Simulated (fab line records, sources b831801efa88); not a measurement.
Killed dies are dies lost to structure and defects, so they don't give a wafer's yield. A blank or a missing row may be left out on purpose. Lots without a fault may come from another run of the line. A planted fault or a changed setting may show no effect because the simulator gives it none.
Which tool did it? | flow sky130 | 12 lots, 36 wafers sampled, at 4 steps of a route of 708

WHAT THE GAUGES READ, wafer by wafer
SKY_RES_XHIGH_TW_MEAS_09.
lot  | measured     | on            | RES_XHIGH_TW
L962 | day 26 17:20 | film_metro-04 | 1638 1648 1629
L964 | day 27 02:40 | film_metro-03 | 1619 1613 1616
L965 | day 27 13:12 | film_metro-03 | 1620 1622 1616
L966 | day 28 02:19 | film_metro-01 | 1658 1662 1661
L968 | day 28 13:13 | film_metro-04 | 1625 1632 1625
L970 | day 29 12:53 | film_metro-03 | 1616 1616 1611
L971 | day 29 21:04 | film_metro-03 | 1618 1612 1606
L972 | day 30 04:16 | film_metro-03 | 1608 1624 1615
L974 | day 30 21:13 | film_metro-03 | 1614 1610 1618
L980 | day 32 21:35 | film_metro-04 | 1633 1630 1643
L981 | day 33 04:13 | film_metro-01 | 1661 1658 1655
L984 | day 34 01:53 | film_metro-03 | 1617 1625 1621

WHICH TOOL RAN EACH LOT (tool, then ch and the chambers of the sampled wafers, then the start)
lot  | SKY_LDD_N_IMPLANT_11            | SKY_LDD_P_STRIP_10                   | SKY_POLY_CUT_ETCH_10
L962 | implanter-02 ch 0, day 17 19:10 | plasma_asher-03 ch 0,1, day 19 02:31 | rie_diel-03 ch 0,3, day 24 06:38
L964 | implanter-04 ch 0, day 18 06:38 | plasma_asher-01 ch 0,1, day 19 14:20 | rie_diel-03 ch 1,2,3, day 24 15:50
L965 | implanter-04 ch 0, day 18 14:26 | plasma_asher-03 ch 0,1, day 19 22:31 | rie_diel-01 ch 0,3, day 25 02:04
L966 | implanter-04 ch 0, day 19 05:22 | plasma_asher-03 ch 0,1, day 20 13:02 | rie_diel-01 ch 1,2, day 25 15:22
L968 | implanter-01 ch 0, day 19 18:03 | plasma_asher-01 ch 0,1, day 21 01:53 | rie_diel-04 ch 0,2, day 26 03:01
L970 | implanter-02 ch 0, day 20 20:05 | plasma_asher-01 ch 0,1, day 22 03:04 | rie_diel-03 ch 0,3, day 27 02:38
L971 | implanter-04 ch 0, day 21 06:14 | plasma_asher-04 ch 0,1, day 22 13:26 | rie_diel-04 ch 0,1,2, day 27 12:47
L972 | implanter-04 ch 0, day 21 11:41 | plasma_asher-01 ch 0,1, day 22 18:16 | rie_diel-01 ch 0,1,2, day 27 18:23
L974 | implanter-02 ch 0, day 22 05:37 | plasma_asher-04 ch 0,1, day 23 12:46 | rie_diel-03 ch 1,3, day 28 12:19
L980 | implanter-04 ch 0, day 24 11:17 | plasma_asher-04 ch 0,1, day 25 17:58 | rie_diel-04 ch 0,2,3, day 30 14:08
L981 | implanter-04 ch 0, day 24 17:27 | plasma_asher-01 ch 0,1, day 25 23:44 | rie_diel-03 ch 1,2, day 30 21:38
L984 | implanter-01 ch 0, day 25 18:58 | plasma_asher-01 ch 0,1, day 27 01:02 | rie_diel-03 ch 0,1,2, day 31 20:13
- SKY_LDD_N_IMPLANT_11
- SKY_LDD_P_STRIP_10: strips in O2/N2.
- SKY_POLY_CUT_ETCH_10: etches BARC in N2/H2, stops on SiO2, time 45.9 s, target depth 60 nm.

WHAT THE TOOLS THEMSELVES READ (means of the sampled wafers that have a number; where no wafer has one, the mark that the record gives instead)
SKY_LDD_N_IMPLANT_11.
lot  | tool         | dose_ions_cm2 | faraday_current_uA
L962 | implanter-02 | 7.493e+13     | 414
L964 | implanter-04 | 7.507e+13     | 423
L965 | implanter-04 | 7.502e+13     | 428
L966 | implanter-04 | 7.489e+13     | 419
L968 | implanter-01 | 7.501e+13     | 417
L970 | implanter-02 | 7.485e+13     | 415
L971 | implanter-04 | 7.499e+13     | 418
L972 | implanter-04 | 7.509e+13     | 417
L974 | implanter-02 | 7.497e+13     | 426
L980 | implanter-04 | 6.386e+13     | 355
L981 | implanter-04 | 6.376e+13     | 352
L984 | implanter-01 | 7.499e+13     | 419

SKY_LDD_P_STRIP_10.
lot  | tool            | drypump_motor_current_A (A) | o2_flow_sccm (sccm) | oes_product_au (a.u.) | strip_time_to_endpoint_s (s)
L962 | plasma_asher-03 | 5.7                         | 3007                | 0.714                 | 14.24
L964 | plasma_asher-01 | 5.7                         | 3000                | 0.710                 | 14.23
L965 | plasma_asher-03 | 5.7                         | 3005                | 0.717                 | 14.20
L966 | plasma_asher-03 | 5.5                         | 3005                | 0.718                 | 14.20
L968 | plasma_asher-01 | 6.0                         | 2991                | 0.712                 | 14.26
L970 | plasma_asher-01 | 5.7                         | 3004                | 0.717                 | 14.21
L971 | plasma_asher-04 | 6.0                         | 3003                | 0.717                 | 14.19
L972 | plasma_asher-01 | 6.0                         | 3001                | 0.717                 | 14.26
L974 | plasma_asher-04 | 6.0                         | 2998                | 0.713                 | 14.16
L980 | plasma_asher-04 | 5.8                         | 2999                | 0.716                 | 14.16
L981 | plasma_asher-01 | 5.7                         | 2998                | 0.714                 | 14.24
L984 | plasma_asher-01 | 6.0                         | 2998                | 0.710                 | 14.20

SKY_POLY_CUT_ETCH_10.
lot  | tool        | drypump_motor_current_A (A) | oes_product_au (a.u.) | throttle_valve_pct (%)
L962 | rie_diel-03 | 6.0                         | 0.854                 | 13.222
L964 | rie_diel-03 | 5.7                         | 0.852                 | 13.223
L965 | rie_diel-01 | 6.2                         | 0.853                 | 13.224
L966 | rie_diel-01 | 5.7                         | 0.856                 | 13.221
L968 | rie_diel-04 | 5.3                         | 0.858                 | 13.223
L970 | rie_diel-03 | 5.8                         | 0.856                 | 13.223
L971 | rie_diel-04 | 5.6                         | 0.858                 | 13.222
L972 | rie_diel-01 | 5.7                         | 0.851                 | 13.220
L974 | rie_diel-03 | 5.7                         | 0.854                 | 13.224
L980 | rie_diel-04 | 5.8                         | 0.852                 | 13.218
L981 | rie_diel-03 | 5.7                         | 0.857                 | 13.221
L984 | rie_diel-03 | 5.8                         | 0.853                 | 13.223

THE ANSWER, worked out from the rows above alone
Rule: what is usual is taken from the lots themselves. Put in order of their means at a reading, lots are off if they are a third of the lots or fewer, leave a main group of 4 or more, and stand apart from it by a gap of 3 or more times the standard deviation of the main group's means; of several such gaps the widest counts. A main group whose means are all the same, to the digits that the tables above print for the reading, isn't used. A lot without any number at a reading at which 4 lots or more have one is off too. The other lots that the step has rows for count as sound. The gauges are gone through in route order, then the tools' own readings, and for those a lot's mean is taken as printed above. The first step at which some lot is off is used, and at that step the reading that is off furthest; a lot without a number counts as furthest.
Off: L980, L981, at SKY_LDD_N_IMPLANT_11 (dose_ions_cm2). The main group: mean 7.498e+13, standard deviation 7.1e+10.
A tool fits if, at that step or a process step before it, it ran every lot that is off, and no sound lot after the first of them. One fits: implanter-04 at SKY_LDD_N_IMPLANT_11. Its last sound lot is L972 (day 21 11:41), its first lot that is off L980 (day 24 11:17): a fault that began between those two fits.
The tool's own readings at SKY_LDD_N_IMPLANT_11 bear it out: on the lots that are off they differ by more than 5 times the standard deviation of the sound lots' means. dose_ions_cm2 reads 6.381e+13 there against 7.498e+13 on the sound lots; faraday_current_uA reads 354 there against 420 on the sound lots.

WHAT THE SIMULATOR HAD PUT IN
Process parameter drift: implanter-04, from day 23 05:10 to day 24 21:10, at SKY_LDD_N_IMPLANT_11. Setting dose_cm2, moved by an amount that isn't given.
Lots struck among those shown: L980, L981. The rule above found the same.
